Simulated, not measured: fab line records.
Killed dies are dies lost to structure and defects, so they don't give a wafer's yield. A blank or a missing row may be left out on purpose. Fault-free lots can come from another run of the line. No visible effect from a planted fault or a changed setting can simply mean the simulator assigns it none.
What tool caused it?	flow sky130	12 lots, 36 wafers sampled, at 4 steps of a route of 708

## WHAT THE GAUGES SHOWED, per wafer
SKY_VT_ADJUST_LVTN_OVL_MEAS_07. Usual: for VT_ADJUST_LVTN_OVL the level is 0.3 nm and the standard deviation is 1.3.
lot	measured	on	VT_ADJUST_LVTN_OVL (nm)	flag
L499	day 6 22:50	overlay-01	-1.3 -0.2 0.1	
L501	day 7 11:25	overlay-02	0.5 0.1 0.3	
L502	day 8 09:28	overlay-01	0.5 -1.2 -0.3	
L503	day 8 13:38	overlay-01	0.6 0.2 -2.0	
L504	day 8 15:33	overlay-01	-1.0 -1.2 -0.8	
L506	day 9 01:44	overlay-01	-0.2 -2.0 0.1	
L509	day 9 23:28	overlay-01	2.5 -0.1 1.2	
L514	day 11 07:52	overlay-01	0.6 1.9 3.4	
L518	day 12 05:41	overlay-02	1.1 2.6 2.8	
L520	day 12 18:26	overlay-02	-0.7 -2.5 -1.4	
L521	day 12 22:26	overlay-01	2.0 2.4 3.4	
L522	day 13 05:28	overlay-02	0.7 1.4 -0.7	

SKY_VT_ADJUST_HVTR_TW_MEAS_11. Usual: for VT_ADJUST_HVTR_TW the level is 210.5 and the standard deviation is 2.
lot	measured	on	VT_ADJUST_HVTR_TW	flag
L499	day 9 13:18	filmMetro-02	208.7 208.7 208.6	
L501	day 10 03:59	filmMetro-01	208.2 207.9 208.4	
L502	day 11 06:01	filmMetro-02	209.1 209.5 209.1	
L503	day 11 08:23	filmMetro-02	209.1 209.1 209.7	
L504	day 11 12:19	filmMetro-01	207.7 210.3 209.8	
L506	day 11 23:27	filmMetro-04	214.7 214.0 214.5	
L509	day 12 23:08	filmMetro-01	209.5 209.8 209.1	
L514	day 14 10:38	filmMetro-01	209.6 209.3 210.1	
L518	day 15 12:37	filmMetro-04	216.0 215.0 213.4	
L520	day 16 02:35	filmMetro-02	124.2 124.8 124.6	OFF
L521	day 16 07:00	filmMetro-02	126.5 126.8 125.9	OFF
L522	day 16 15:17	filmMetro-04	213.8 214.4 213.2	

## EACH LOT AND THE TOOL THAT RAN IT (in order: tool; ch and the chambers of the sampled wafers; start)
lot	SKY_NWELL_RTA_28	SKY_VT_ADJUST_HVTR_IMPLANT_09
L499	rtpAnneal-02 ch 0, day 5 10:19	implanter-04 ch 0, day 9 13:03
L501	rtpAnneal-01 ch 0, day 5 20:52	implanter-04 ch 0, day 10 03:44
L502	rtpAnneal-01 ch 0, day 6 17:21	implanter-01 ch 0, day 11 05:46
L503	rtpAnneal-01 ch 0, day 6 21:26	implanter-04 ch 0, day 11 08:08
L504	rtpAnneal-02 ch 0, day 6 23:09	implanter-04 ch 0, day 11 12:06
L506	rtpAnneal-01 ch 0, day 7 09:04	implanter-01 ch 0, day 11 23:13
L509	rtpAnneal-02 ch 0, day 8 03:50	implanter-04 ch 0, day 12 22:53
L514	rtpAnneal-01 ch 0, day 9 10:14	implanter-02 ch 0, day 14 10:23
L518	rtpAnneal-01 ch 0, day 10 05:59	implanter-01 ch 0, day 15 12:22
L520	rtpAnneal-02 ch 0, day 10 18:14	implanter-01 ch 0, day 16 02:20
L521	rtpAnneal-01 ch 0, day 10 22:23	implanter-01 ch 0, day 16 06:45
L522	rtpAnneal-02 ch 0, day 11 05:06	implanter-04 ch 0, day 16 15:02
- SKY_NWELL_RTA_28: time 30 s.
- SKY_VT_ADJUST_HVTR_IMPLANT_09

## WHAT THE TOOLS THEMSELVES READ (means of the sampled wafers that have a number; where no wafer has one, the mark that the record gives instead)
SKY_NWELL_RTA_28. Usual: lampPowerPct 25.30 %, standard deviation 0.049; wafer_temp_C_max 1054.8, standard deviation 0.96.
lot	tool	lampPowerPct (%)	wafer_temp_C_max	flag
L499	rtpAnneal-02	25.26	1054.4	
L501	rtpAnneal-01	25.25	1054.0	
L502	rtpAnneal-01	25.33	1055.2	
L503	rtpAnneal-01	25.37	1053.8	
L504	rtpAnneal-02	25.27	1055.2	
L506	rtpAnneal-01	25.26	1055.3	
L509	rtpAnneal-02	25.30	1054.7	
L514	rtpAnneal-01	25.30	1054.7	
L518	rtpAnneal-01	25.20	1055.1	
L520	rtpAnneal-02	25.28	1055.1	
L521	rtpAnneal-01	25.26	1055.5	
L522	rtpAnneal-02	25.31	1055.6	

SKY_VT_ADJUST_HVTR_IMPLANT_09. Usual: doseIonsCm2 2.1003e+12, standard deviation 2.3e+09; faradayCurrentUA 11.87, standard deviation 0.22.
lot	tool	doseIonsCm2	faradayCurrentUA	flag
L499	implanter-04	2.1016e+12	11.71	
L501	implanter-04	2.0998e+12	12.04	
L502	implanter-01	2.0983e+12	11.91	
L503	implanter-04	2.1002e+12	11.92	
L504	implanter-04	2.1008e+12	11.96	
L506	implanter-01	2.0982e+12	11.90	
L509	implanter-04	2.1002e+12	11.85	
L514	implanter-02	2.1005e+12	11.61	
L518	implanter-01	2.1003e+12	12.00	
L520	implanter-01	3.1977e+11	1.75	OFF
L521	implanter-01	3.1750e+11	1.81	OFF
L522	implanter-04	2.0976e+12	11.91	

## THE ANSWER, worked out from the rows above alone
Rule: lot off if the mean of its wafers having a number is beyond 3 standard deviations from the usual mean. Also off: a lot with no number at a reading for which 4 or more lots have one. All remaining lots with rows at the step are treated as sound. First the gauges in route order, then the tools' own readings, where a lot's mean is used as printed above. The first step at which some lot is off is used, and at that step the reading that is off furthest; a lot without a number counts as furthest.
Off: L520, L521, seen at SKY_VT_ADJUST_HVTR_TW_MEAS_11 (VT_ADJUST_HVTR_TW).
If a tool, at a process step before that reading, ran all the lots that are off and no sound lot after the first of them, it fits. Not tried: the gauges at SKY_VT_ADJUST_HVTR_TW_MEAS_11; whatever is off there is also off at SKY_VT_ADJUST_HVTR_IMPLANT_09, on other tools, and gauge error can't account for it. One candidate fits, namely implanter-01 at SKY_VT_ADJUST_HVTR_IMPLANT_09. Its last sound lot is L518 (day 15 12:22), its first lot that is off L520 (day 16 02:20): a fault that began between those two fits.
The tool's own readings at SKY_VT_ADJUST_HVTR_IMPLANT_09 bear it out: on the lots that are off they differ by more than 5 times the standard deviation of the sound lots' means. doseIonsCm2 reads 3.1864e+11 there against 2.0998e+12 on the sound lots; faradayCurrentUA reads 1.78 there against 11.88 on the sound lots.

## WHAT WAS PUT IN BY THE SIMULATOR
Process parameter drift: implanter-01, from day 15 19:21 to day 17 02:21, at SKY_VT_ADJUST_HVTR_IMPLANT_09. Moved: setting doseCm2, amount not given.
Shown lots that were struck: L520, L521. The rule above found the same.
